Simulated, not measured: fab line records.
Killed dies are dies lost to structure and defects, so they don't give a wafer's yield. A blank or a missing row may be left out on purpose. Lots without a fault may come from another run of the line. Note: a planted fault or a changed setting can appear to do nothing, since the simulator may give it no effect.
Problem report, 8D (eight disciplines) form, completed by code    flow gf180mcu    the parts of the form that need people (team, actions taken, sign-off) are left out

1. WHAT WENT WRONG
Wafers free of any fault read 0.1610 ohm/sq (standard deviation 0.0018) for MIM_ALCU_RS at GF_MIM_RS_MEAS_10, against a mean of 0.1459 ohm/sq on 6 wafers of 2 lots. Measured from the usual mean, that is -8.4 standard deviations.
The step: measures by four-point-probe.
The first sign was on wafer L291.1 at day 27 03:13, on film metro-02. Wafers with a number at this step in the record: 18, from 6 lots. Rule for "out", or "out of limits": more than 4 standard deviations from the usual mean. Any other wafer with a number is counted as sound.

2. WHAT THIS IS AND IS NOT
question                     is                      is not
which readings at this step  MIM_ALCU_RS             -
which lots                   L291, L294              L284, L289, L292, L304
which wafers of those lots   all that have a number  -
read on which gauges         film metro-02           film metro-01, film metro-04
when                         from day 27 03:13       up to then (6 sound wafers); but 6 sound wafers of L292, L304 came after

3. WHAT RULES OUT EACH SUSPECT
Counting: a tool stays on the suspect list if, at a process step up to the reading, it processed all lots that are out and no sound lot following the first of them.
- the gauge at GF_MIM_RS_MEAS_10 is ruled out. All the wafers that are out were read on film metro-02, but those of them that GF_MIM_SPUTTER_08 has rows for are out there too, on other tools.
- pvd sputter-03 at GF_MIM_SPUTTER_00 (material Ti, target thk 37.5 nm, time 150 s): kept. It ran every lot that is out, first L291 (day 27 02:49), and no sound lot after that; its last sound lot up to then is L284 (day 24 11:02).
- pvd sputter-03 at GF_MIM_SPUTTER_01 (material TiN, target thk 30 nm, time 25 s): kept. It ran every lot that is out, first L291 (day 27 02:55), and no sound lot after that; its last sound lot up to then is L284 (day 24 11:08).
- pecvd-04 at GF_MIM_CVD_05 (deposits Si3N4, target thk 42 nm, time 29.086 s): ruled out as a lasting fault. Sound lots L292, L304 ran on it after its first lot that is out, L291 (day 27 03:02).
- pvd sputter-01 at GF_MIM_SPUTTER_07 (material TiN, target thk 60 nm, time 50 s): kept. It ran every lot that is out, first L291 (day 27 03:07), and no sound lot after that; its last sound lot up to then is L284 (day 24 11:21).
- pvd sputter-01 at GF_MIM_SPUTTER_08 (material AlCu, target thk 200 nm, time 10.6 s): kept. It ran every lot that is out, first L291 (day 27 03:10), and no sound lot after that; its last sound lot up to then is L284 (day 24 11:23). On those wafers its own readings are out: cathode dc power W.
- pvd sputter-01 at GF_MIM_SPUTTER_09 (material TiN, target thk 35 nm, time 29.2 s): kept. It ran every lot that is out, first L291 (day 27 03:11), and no sound lot after that; its last sound lot up to then is L284 (day 24 11:25).
Left after counting: pvd sputter-03 at GF_MIM_SPUTTER_00, pvd sputter-03 at GF_MIM_SPUTTER_01, pvd sputter-01 at GF_MIM_SPUTTER_07, pvd sputter-01 at GF_MIM_SPUTTER_08, pvd sputter-01 at GF_MIM_SPUTTER_09.

4. THE CAUSE (what the simulator had put in)
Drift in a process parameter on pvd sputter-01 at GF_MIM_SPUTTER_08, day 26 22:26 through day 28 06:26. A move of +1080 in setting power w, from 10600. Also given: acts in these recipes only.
5 suspects survive the count, and this tool is in that group.

5. THE EFFECT CHAIN, in route order
Each row: a reading whose mean over the struck wafers that have a number lies more than 3 standard deviations from the usual. Only readings for which the record gives a usual standard deviation are gone through. hours: the time from each lot's start at the first step in this table that gives one to its start at this step, as a median over the lots. sigmas: the change in usual standard deviations.
hours  step                  reading             usual          on struck wafers  change   sigmas
0      GF_MIM_SPUTTER_08     cathode dc power W  10600 W        11681             +1081    +99 or more
0      GF_MIM_RS_MEAS_10     MIM_ALCU_RS         0.1610 ohm/sq  0.1459            -0.0151  -8.4
4      GF_MIM_THK_MEAS_11    MIM_ALCU_THK        201 nm         223               +22      +6.8
20     GF_MIM_METAL_ETCH_19  oes product au      0.940 a.u.     0.977             +0.037   +5.5
20     GF_MIM_METAL_ETCH_19  throttle valve pct  28.285 %       28.251            -0.034   -3.4
Here are the process steps it includes:
- GF_MIM_SPUTTER_08: material AlCu, target thk 200 nm, time 10.6 s.
- GF_MIM_METAL_ETCH_19: etches the open film in Cl2/BCl3, stops on Si3N4, target depth 324.5 nm, time 54.1 s.

6. HOW IT WOULD HAVE BEEN CAUGHT EARLIER
The first out-of-limits reading at a measuring or inspecting step in this record came at day 27 03:13, 5 hours after the fault's start at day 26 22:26.
At GF_MIM_SPUTTER_08, the tool's own readings (cathode dc power W) were out on each struck wafer the step has a row for, so an alarm limit on them would have fired on the first such wafer.
Of the lots that are out (2), L294 began GF_MIM_SPUTTER_08 on pvd sputter-01 after day 27 03:13. A hold on the tool at that time would have spared it.
